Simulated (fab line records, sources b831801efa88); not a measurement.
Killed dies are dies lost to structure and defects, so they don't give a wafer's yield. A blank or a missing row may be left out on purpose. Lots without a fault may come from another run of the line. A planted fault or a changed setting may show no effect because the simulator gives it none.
Problem report in the 8D (eight disciplines) form, filled by code | flow sfq_line | the parts of the form that need people (team, actions taken, sign-off) are left out

1. THE PROBLEM
oes_product_au at SFQ_TRILAYER_I6_VIA_ETCH_VIA_ETCH_172 reads a mean of 0.375 a.u. on 6 wafers of 2 lots; wafers without a fault read 0.855 a.u. with a standard deviation of 0.0048. That is -99 or more standard deviations from the usual mean.
The step: etches SiO2 in CHF3, stops on Nb, target depth 260 nm.
First seen on wafer L860.4, day 77 18:59, on rie_diel-01. The record holds 42 wafers of 14 lots with a number at this step. Rule for "out", or "out of limits": more than 4 standard deviations from the usual mean. The other wafers with a number count as sound.

2. WHAT IT IS AND WHAT IT IS NOT
question                    | is                       | is not
which readings at this step | oes_product_au           | drypump_motor_current_A
which lots                  | L860, L861               | L853, L858, L859, L863, L866, L867, L869, L870, L871, L873, L874, L876
which wafers of those lots  | all that have a number   | -
read on which tools         | rie_diel-01, rie_diel-02 | rie_diel-04
when                        | from day 77 18:59        | up to then (9 sound wafers); but 27 sound wafers of L863, L866, L867, L869, L870, L871, L873, L874, L876 came after

3. SUSPECTS, AND WHAT RULES EACH OUT
Counting: a tool at a process step up to the reading stays a suspect if it ran every lot that is out and no sound lot after the first of them.
- pecvd-01 at SFQ_TRILAYER_I6_DEP_PECVD_165 (deposits SiO2 from SiH4/N2O, time 111.11 s, target thk 500 nm): ruled out as a lasting fault. Sound lots L863, L866, L867, L871, L873, L876 ran on it after its first lot that is out, L860 (day 73 04:46).
Left after counting: nothing in the record.

4. THE CAUSE (what the simulator had put in)
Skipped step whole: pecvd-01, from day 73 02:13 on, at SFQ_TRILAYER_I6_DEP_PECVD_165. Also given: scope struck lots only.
Counting ruled it out, wrongly: the rule takes a fault to strike every lot that its tool runs from its start on, and this one did not.

5. THE CHAIN OF EFFECTS, in route order
Each row: a reading whose mean over the struck wafers that have a number lies more than 3 standard deviations from the usual. Only readings for which the record gives a usual standard deviation are gone through. hours: the time from each lot's start at the first step in this table that gives one to its start at this step, as a median over the lots. sigmas: the change in usual standard deviations.
hours | step                                  | reading        | usual      | on struck wafers | change | sigmas
0     | SFQ_TRILAYER_I6_VIA_ETCH_VIA_ETCH_172 | oes_product_au | 0.855 a.u. | 0.375            | -0.480 | -99 or more
The process steps in it:
- SFQ_TRILAYER_I6_VIA_ETCH_VIA_ETCH_172: etches SiO2 in CHF3, stops on Nb, target depth 260 nm.
Readings that are blank on the struck wafers while sound wafers have them: chamber_pressure_Torr at SFQ_TRILAYER_I6_DEP_PECVD_165; heater_power_outer_w at SFQ_TRILAYER_I6_DEP_PECVD_165; heater_power_w at SFQ_TRILAYER_I6_DEP_PECVD_165; showerhead_vpp_V at SFQ_TRILAYER_I6_DEP_PECVD_165; throttle_valve_pct at SFQ_TRILAYER_I6_DEP_PECVD_165; exposure_dose_mJ_cm2 at SFQ_TRILAYER_M7_LITHO_EXPOSE_178; focus_offset_nm at SFQ_TRILAYER_M7_LITHO_EXPOSE_178.

6. WHAT WOULD HAVE CAUGHT IT SOONER
In this record the first reading out of limits was taken at day 77 18:59, 113 hours after the fault began at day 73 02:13.
At SFQ_TRILAYER_I6_DEP_PECVD_165 the tool's readings are blank on the struck wafers, where sound wafers have them: an empty tool record is the first sign, and it was there at once.
